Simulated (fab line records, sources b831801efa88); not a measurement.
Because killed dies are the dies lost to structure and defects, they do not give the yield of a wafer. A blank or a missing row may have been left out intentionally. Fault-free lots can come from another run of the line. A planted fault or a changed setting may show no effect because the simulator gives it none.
Comparing a struck lot with a sound one | flow gf180mcu | 15 out of 602 route steps
Sound: wafers L526.2, L526.4, L526.5. Struck: wafer L535.6 (L535.1, L535.3, from the same lot, were not struck and are left out); the cause is given at the end.
Per side, at each step with rows, come the tool, then ch with its chambers, and then its first start. Under that, the readings that differ: sound wafers | struck wafers | difference of the means | sigmas: that difference in standard deviations of wafers without a fault.
alike: a reading whose means differ by less than 2 such deviations, as well as words and numbers matching on both sides. not compared: withheld readings; readings where some wafer has no value; bounds like >300 that might hide an equal value; numbers whose values overlap and for which the record gives no deviation.
Wherever a step has rows on one side only, a row that says differs or no value, or a row with sigmas, the two part there. Numbers that have no deviation but don't overlap get no sigmas and don't part them. Lack of a reading on every wafer of one side parts them only where that side has two or more wafers.

GF_V1_CD_MEAS_14 targets a cd of 260 nm.
  struck on cd sem-02, day 23 09:01; sound on cd sem-02, day 19 19:41
  alike: cd nm
GF_V1_OVL_MEAS_15:
  struck on overlay-01, day 23 09:08; sound on overlay-01, day 19 19:47
  alike: V1_OVL
then, 1 step without rows for these wafers: GF_V1_ETCH_16 (etches BARC in N2/H2).
GF_V1_ETCH_17: etches SiO2 in C4F8/O2/Ar, stops on TiN, target depth 630 nm.
  sound: rie diel-03 ch 1,2,3; struck: rie diel-03 ch 0
  alike: oes product au
GF_V1_STRIP_18: strips in O2/N2.
  sound on plasma asher-01 ch 0, day 19 19:57; struck on plasma asher-04 ch 1, day 23 09:17
  alike: drypump motor current A, heater power w, oes product au
  not compared: rf hours counter h
then, 3 steps without rows for these wafers: GF_V1_STRIP_19 (strips in post etch residue remover, time 1200 s); GF_V1_CLEAN_20 (cleans in DIW); GF_V1_SPUTTER_21 (material Ti, target thk 15 nm, time 80.02 s).
GF_V1_SPUTTER_22: material TiN, target thk 10 nm, time 40 s.
  struck on pvd sputter-02, day 23 09:53; sound on pvd sputter-01, day 19 20:53
  alike: throttle valve pct
GF_V1_CVD_23: deposits W, target thk 350 nm, time 105.05 s.
  sound on cvd w-01 ch 0,1, day 19 20:55; struck on cvd w-02 ch 1, day 23 09:55
  alike: chamber pressure Torr, heater power w
GF_V1_RS_MEAS_24: measures by four-point-probe.
  struck on film metro-03, day 23 10:09; sound on film metro-04, day 19 21:04
  alike: V1_W_RS
GF_V1_THK_MEAS_25: measures by xrf.
  struck on film metro-03, day 23 10:16; sound on film metro-04, day 19 21:10
  alike: V1_W_THK
GF_V1_CMP_26: polishes, stops on SiO2, t overpolish 15 s, target thk 0 nm.
  sound on cmp-01 ch 1,3, day 19 21:13; struck on cmp-01 ch 0, day 23 10:20
  reading                | sound                | struck | difference | sigmas
  motor current A (A)    | 9.5 11.6 8.9         | 12.8   | +2.8       | +2
  overpolish run s (s)   | 15.002 15.005 14.998 | 0.040  | -14.962    | -99 or more
  time to endpoint s (s) | 83 79 85             | 129    | +47        | +12
  alike: slurry flow ml min
GF_M2_SPUTTER_00: material Ti, target thk 37.5 nm, time 150 s.
  rows exist in the record for the sound wafers here (pvd sputter-01, day 19 21:31), none for the struck ones
-- the record jumps here: 10 days lie between the struck wafers' starts before and after (it left off in module M2 and takes up again in module PASSIVATION, whose first step shown is number 602 of the route) --
GF_PASSIVATION_PROBE_99:
  only the struck wafers here have rows in the record (prober-02, day 32 23:48); the sound ones have none

## WHERE THEY PART
At GF_V1_CMP_26 first; at GF_PASSIVATION_PROBE_99 last (within this record only).

WHY: what had been put in by the simulator
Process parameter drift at GF_V1_CMP_26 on cmp-01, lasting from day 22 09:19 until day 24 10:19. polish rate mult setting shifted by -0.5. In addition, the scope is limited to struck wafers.
